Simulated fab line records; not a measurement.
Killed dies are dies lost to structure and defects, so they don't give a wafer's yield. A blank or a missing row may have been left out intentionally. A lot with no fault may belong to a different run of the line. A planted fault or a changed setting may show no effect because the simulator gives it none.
Code-filled problem report in 8D (eight disciplines) form	flow sky130	the parts of the form that need people (team, actions taken, sign-off) are left out

1. WHAT IS WRONG
Wafers without a fault read 7.503e+13, standard deviation 6.8e+10; dose ions cm2 at SKY_LDD_N_IMPLANT_10 reads a mean of 5.356e+13 on 6 wafers belonging to 2 lots. That is -99 or more standard deviations from the usual mean.
First seen on wafer L615.3, day 22 19:41, on implanter-04. The record holds 36 wafers of 12 lots with a number at this step. Rule for "out" (also "out of limits"): further than 4 standard deviations from the usual mean. All remaining wafers that have a number are taken as sound.

2. WHAT IT IS; WHAT IT IS NOT
question	is	is not
which readings at this step	dose ions cm2, faraday current uA	-
which lots	L615, L616	L601, L603, L605, L606, L607, L619, L620, L621, L622, L624
which wafers of those lots	all that have a number	-
read on which tools	implanter-04	implanter-02, implanter-03
when	from day 22 19:41	up to then (15 sound wafers); but 15 sound wafers of L619, L620, L621, L622, L624 came after

3. WHAT RULES OUT EACH SUSPECT
Counting: any tool at a process step up to the reading is kept as a suspect provided that every lot that is out went through it and no sound lot did after the first of them.
- implanter-04 at SKY_LDD_N_IMPLANT_10: ruled out as a lasting fault. After its first lot that is out, L615 (day 22 19:41), sound lots L622, L624 ran on it.
Left after counting: nothing in the record.

4. THE CAUSE (what the simulator had put in)
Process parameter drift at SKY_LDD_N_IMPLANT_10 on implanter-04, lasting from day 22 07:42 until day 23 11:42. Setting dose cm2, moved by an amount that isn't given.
Counting ruled it out, wrongly.

5. THE EFFECT CHAIN, in route order
One row per reading whose mean, taken over the struck wafers that have a number, lies over 3 standard deviations from the usual. Only readings for which the record gives a usual standard deviation are gone through. hours: the time from each lot's start at the first step in this table that gives one to its start at this step, as a median over the lots. sigmas: the change in usual standard deviations.
hours	step	reading	usual	on struck wafers	change	sigmas
0	SKY_LDD_N_IMPLANT_10	dose ions cm2	7.503e+13	5.356e+13	-2.147e+13	-99 or more
0	SKY_LDD_N_IMPLANT_10	faraday current uA	423	304	-118	-15
1	SKY_LDD_N_STRIP_16	strip time to endpoint s	4.321 s	4.259	-0.062	-4.1
1	SKY_LDD_N_TW_MEAS_17	LDD_N_TW	2581	2543	-38	-3.2
Its process steps:
- SKY_LDD_N_IMPLANT_10
- SKY_LDD_N_STRIP_16: strips in O2/N2.
At these later measuring or inspecting steps, every struck wafer for which the step has a row has a number for every such reading, and none has moved that far: SKY_LDD_HVP_OVL_MEAS_07.

6. WHAT WOULD HAVE CAUGHT IT SOONER
12 hours passed between the start of the fault at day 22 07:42 and the first reading out of limits in this record, taken at day 22 19:41.
